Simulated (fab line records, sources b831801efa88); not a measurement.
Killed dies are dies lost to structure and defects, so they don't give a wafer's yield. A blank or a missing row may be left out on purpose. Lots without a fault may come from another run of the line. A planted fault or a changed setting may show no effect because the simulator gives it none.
Which tool did it? | flow gf180mcu | 13 lots, 39 wafers sampled, at 2 steps of a route of 602

WHAT THE GAUGES READ, wafer by wafer
GF_V5_BOW_MEAS_05.
lot  | measured     | on            | V5_BOW (um)
L610 | day 26 09:29 | film_metro-03 | 140 142 134
L611 | day 26 15:50 | film_metro-03 | 136 138 138
L612 | day 27 03:09 | film_metro-04 | 127 140 141
L613 | day 27 09:21 | film_metro-04 | 141 148 138
L614 | day 27 17:02 | film_metro-02 | 128 118 126
L616 | day 28 08:31 | film_metro-03 | 135 129 131
L617 | day 28 18:53 | film_metro-04 | 116 114 106
L618 | day 29 00:38 | film_metro-02 | 131 144 129
L622 | day 30 05:35 | film_metro-02 | 140 125 127
L623 | day 30 10:02 | film_metro-03 | 144 134 136
L624 | day 30 17:30 | film_metro-03 | 131 146 139
L625 | day 31 00:13 | film_metro-02 | 150 149 150
L626 | day 31 05:37 | film_metro-02 | 134 121 128

WHICH TOOL RAN EACH LOT (tool, then ch and the chambers of the sampled wafers, then the start)
lot  | GF_M4_SPUTTER_04
L610 | pvd_sputter-03, day 22 13:47
L611 | pvd_sputter-03, day 22 21:19
L612 | pvd_sputter-03, day 23 10:00
L613 | pvd_sputter-04, day 23 14:18
L614 | pvd_sputter-03, day 23 23:47
L616 | pvd_sputter-03, day 24 18:27
L617 | pvd_sputter-01, day 25 06:14
L618 | pvd_sputter-04, day 25 11:39
L622 | pvd_sputter-03, day 26 17:47
L623 | pvd_sputter-03, day 26 23:47
L624 | pvd_sputter-03, day 27 06:59
L625 | pvd_sputter-01, day 27 14:20
L626 | pvd_sputter-03, day 27 20:08
- GF_M4_SPUTTER_04: material TiN, target thk 50 nm, time 41.7 s.

WHAT THE TOOLS THEMSELVES READ (means of the sampled wafers that have a number; where no wafer has one, the mark that the record gives instead)
GF_M4_SPUTTER_04.
lot  | tool           | throttle_valve_pct (%)
L610 | pvd_sputter-03 | 30.9
L611 | pvd_sputter-03 | 30.2
L612 | pvd_sputter-03 | 29.8
L613 | pvd_sputter-04 | 30.1
L614 | pvd_sputter-03 | 29.7
L616 | pvd_sputter-03 | 30.8
L617 | pvd_sputter-01 | 29.0
L618 | pvd_sputter-04 | 30.1
L622 | pvd_sputter-03 | 30.0
L623 | pvd_sputter-03 | 30.6
L624 | pvd_sputter-03 | 30.1
L625 | pvd_sputter-01 | 29.7
L626 | pvd_sputter-03 | 30.4

THE ANSWER, worked out from the rows above alone
Rule: what is usual is taken from the lots themselves. Put in order of their means at a reading, lots are off if they are a third of the lots or fewer, leave a main group of 4 or more, and stand apart from it by a gap of 3 or more times the standard deviation of the main group's means; of several such gaps the widest counts. A main group whose means are all the same, to the digits that the tables above print for the reading, isn't used. A lot without any number at a reading at which 4 lots or more have one is off too. The other lots that the step has rows for count as sound. The gauges are gone through in route order, then the tools' own readings, and for those a lot's mean is taken as printed above. The first step at which some lot is off is used, and at that step the reading that is off furthest; a lot without a number counts as furthest.
No lot is off at any reading shown: from this, nothing can be told.

WHAT THE SIMULATOR HAD PUT IN
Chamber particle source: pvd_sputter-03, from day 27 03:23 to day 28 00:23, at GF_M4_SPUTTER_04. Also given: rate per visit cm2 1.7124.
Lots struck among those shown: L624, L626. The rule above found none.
